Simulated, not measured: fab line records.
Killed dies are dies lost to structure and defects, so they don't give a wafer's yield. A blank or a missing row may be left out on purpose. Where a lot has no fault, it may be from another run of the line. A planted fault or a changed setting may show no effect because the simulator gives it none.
Split-lot trial	flow sky130	5 lots, 23 wafers read, on a route of 708 steps

== ABOUT THE SPLIT ==
At SKY_NWELL_COAT_05 (resist thk 3000 nm), the setting spinRpm was moved away from the recipe's 2000 rpm on 7 of the 23 wafers read, by -5.2% to +4.4%. All remaining wafers had this setting at the recipe value.

The split's own step is where the reading is taken.

== THE READING ==
coat_of_NWELL_COAT_05.thkNm (the simulator's own value, which no gauge read), in nm, at SKY_NWELL_COAT_05 (resist thk 3000 nm). There is no usual value for it anywhere in the file. Here, 16 wafers ran the recipe; their average is 3012 nm with a standard deviation of 5 nm.

wafer	tool, chamber at the split	spinRpm as run, rpm	against the recipe	coat_of_NWELL_COAT_05.thkNm, nm	against lot-mates on the recipe
L074.1	lithoTrack-02, 0	2000	recipe	3013	-
L074.2	lithoTrack-02, 0	1895	-5.2%	3088	+73
L074.3	lithoTrack-02, 0	2000	recipe	3017	-
L074.4	lithoTrack-02, 0	1895	-5.2%	3105	+90
L074.5	lithoTrack-02, 0	2000	recipe	3014	-
L076.1	lithoTrack-02, 0	2000	recipe	3007	-
L076.2	lithoTrack-02, 0	2000	recipe	3017	-
L076.3	lithoTrack-02, 0	2000	recipe	3011	-
L076.5	lithoTrack-02, 0	2000	recipe	3011	-
L076.6	lithoTrack-02, 0	2000	recipe	3014	-
L079.1	lithoTrack-02, 0	2000	recipe	3019	-
L079.5	lithoTrack-02, 0	2000	recipe	3019	-
L079.3	lithoTrack-02, 0	2000	recipe	3016	-
L082.1	lithoTrack-01, 0	1950	-2.5%	3048	+44
L082.2	lithoTrack-01, 0	1950	-2.5%	3049	+45
L082.4	lithoTrack-01, 0	2000	recipe	3001	-
L082.5	lithoTrack-01, 0	2000	recipe	3005	-
L082.6	lithoTrack-01, 0	2000	recipe	3007	-
L084.1	lithoTrack-02, 0	2088	+4.4%	2949	-64
L084.6	lithoTrack-02, 0	2088	+4.4%	2949	-64
L084.2	lithoTrack-02, 0	2000	recipe	3013	-
L084.4	lithoTrack-02, 0	2088	+4.4%	2944	-68
L084.5	lithoTrack-02, 0	2000	recipe	3012	-

THE FIT
A straight line over all 23 wafers: coat_of_NWELL_COAT_05.thkNm changes by -15.3 nm for each +1% of spinRpm; r = -0.99; the points scatter about the line by 5.4 nm.
The same after taking each lot's own level away (the mean of its wafers on the recipe; 23 wafers): -15.4 nm for each +1%; r = -0.99; scatter 3.9 nm.
Per that fit: largest spinRpm move, reading shift of 81 nm.
The lots' own levels span 3004.3 to 3018.0 nm, that is 2.8 times the standard deviation above.
So the lot-to-lot level changes the slope little: the two slopes agree.
Check: +84.8 nm against its lot-mates is what the line predicts for one of the wafers moved furthest among these (-5.2%) when that wafer is left out of the fit. Against them it came out at +73.3 nm.

== ADDITIONAL SPLITS CARRIED BY THESE WAFERS ==
These wafers also went through other splits before the reading. Each is held against what the fit with the lots' levels taken away leaves over:
other split on the same wafers	wafers away from the commonest value	r with coat_of_NWELL_COAT_05.thkNm (lot level and that fit taken away)
SKY_FIELD_ISO_OXIDATION_01 tempC	15	+0.03
SKY_FIELD_ISO_ETCH_15 timeS	4	+0.34
SKY_FIELD_ISO_OXIDATION_22 oxTimeS	10	+0.21
SKY_NWELL_OXIDATION_01 tempC	5	+0.19
SKY_PWDE_SOFTBAKE_03 tempC	7	-0.22

== THE WHOLE CHAIN: every reading that the file lists as answering this split, in the file's order ==
step	what it does	reading	change (the file's fit)	r (the file's)
SKY_NWELL_COAT_05	resist thk 3000 nm	coat_of_NWELL_COAT_05.thkNm (the simulator's own value, which no gauge read)	-15.5 nm for each +1% of the setting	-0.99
SKY_NWELL_STRIP_14	strips in O2/N2	stripTimeToEndpointS	withheld for each +1% of the setting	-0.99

== THE FILE'S OWN FIT ==
coat_of_NWELL_COAT_05.thkNm changes by -15.5 nm for each +1% of spinRpm, r = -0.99.
